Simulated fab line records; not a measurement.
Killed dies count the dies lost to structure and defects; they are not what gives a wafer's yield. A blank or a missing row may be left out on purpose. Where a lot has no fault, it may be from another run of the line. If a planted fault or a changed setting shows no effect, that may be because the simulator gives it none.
Struck lot and sound lot, side by side | flow sfq line | 14 steps out of a route of 325
Sound: wafers L883.1, L883.3, L883.5. Struck: wafers L880.3, L880.4, L880.6. The cause is named last.
Each step with rows lists, per side, the tool, then ch with its chambers, then its first start. Under that, the readings that differ: sound wafers | struck wafers | difference of the means | sigmas: that difference in standard deviations of wafers without a fault.
alike: same words and numbers on both sides, and readings whose means sit less than 2 such deviations apart. not compared: any withheld reading, any reading some wafer has no value for, any bound like >300 that may hide the same value, and any number with overlapping values for which the record gives no deviation.
A row with sigmas, a row that says differs or no value, or rows on one side alone: a step with any of these is where the two part. Numbers that don't overlap but have no deviation are shown without sigmas and don't part them. Lack of a reading on every wafer of one side parts them only where that side has two or more wafers.

first, 4 steps without rows for these wafers: SFQ_TRILAYER_M3_LITHO_SOFTBAKE_079; SFQ_TRILAYER_M3_LITHO_EXPOSE_076 (exposes mask M3, target cd 500 nm); SFQ_TRILAYER_M3_LITHO_PEB_078 (peb time 60 s); SFQ_TRILAYER_M3_LITHO_DEVELOP_077 (time 60 s).
SFQ_M3_OVL_MEAS_921:
  struck on overlay-01, day 51 11:26; sound on overlay-02, day 52 12:25
  alike: M3_OVL
SFQ_TRILAYER_M3_BARC_OPEN_METAL_ETCH_100: etches BARC in O2, target depth 125 nm, time 41.7 s.
  sound on rie metal-03 ch 0,1, day 52 12:28; struck on rie metal-03 ch 0,1, day 51 11:29
  alike: drypump motor current A, he backside leak sccm, oes product au
  not compared: rf hours counter h
SFQ_TRILAYER_M3_ETCH_METAL_ETCH_078: etches Nb in Cl2/Ar, stops on SiO2, target depth 240 nm, time 120 s.
  sound on rie metal-03 ch 0,1, day 52 12:31; struck on rie metal-03 ch 0,1, day 51 11:34
  alike: drypump motor current A, he backside leak sccm, oes product au
  not compared: rf hours counter h
SFQ_TRILAYER_M3_STRIP_STRIP_079: strips in O2.
  sound on rie metal-03 ch 0,1, day 52 12:38; struck on rie metal-03 ch 0,1, day 51 11:50
  alike: drypump motor current A, he backside leak sccm, oes product au
  not compared: rf hours counter h
then, 1 step without rows for these wafers: SFQ_TRILAYER_M3_STRIP_SOLV_CLEAN_080 (cleans in NMP, time 600 s).
SFQ_TRILAYER_I3_DEP_PECVD_081: deposits SiO2 from SiH4/N2O, time 111.11 s, target thk 500 nm.
  sound on pecvd-03 ch 0,1,2, day 52 13:25; struck on pecvd-02 ch 0,1, day 51 12:25
  alike: heater power outer w, heater power w, throttle valve pct
SFQ_TRILAYER_I3_CMP_CMP_082: polishes SiO2.
  sound on cmp-01 ch 0,3, day 52 13:29; struck on cmp-02 ch 1,2, day 51 12:59
  reading                      | sound             | struck            | difference | sigmas
  retaining ring pressure frac | 1.005 1.009 1.002 | 0.989 0.999 0.991 | -0.012     | -2
  alike: motor current A, time to endpoint s
SFQ_I3_BOW_MEAS_922:
  struck on film metro-02, day 51 15:32; sound on film metro-01, day 52 16:29
  reading     | sound    | struck    | difference | sigmas
  I3_BOW (um) | 10 14 20 | -10 -4 -6 | -21        | -2
SFQ_TRILAYER_I3_METRO_MEASURE_083:
  struck on film metro-02, day 51 16:01; sound on film metro-01, day 52 16:37
  reading     | sound             | struck            | difference | sigmas
  thk nm (nm) | 200.2 198.8 200.5 | 205.5 204.2 205.9 | +5.4       | +4
then, 1 step without rows for these wafers: SFQ_TRILAYER_I3_VIA_LITHO_COAT_090 (resist thk 62 nm).

## WHERE THEY PART
At SFQ_TRILAYER_I3_CMP_CMP_082 first; at SFQ_TRILAYER_I3_METRO_MEASURE_083 last (within this record only).

WHY: the cause the simulator had injected
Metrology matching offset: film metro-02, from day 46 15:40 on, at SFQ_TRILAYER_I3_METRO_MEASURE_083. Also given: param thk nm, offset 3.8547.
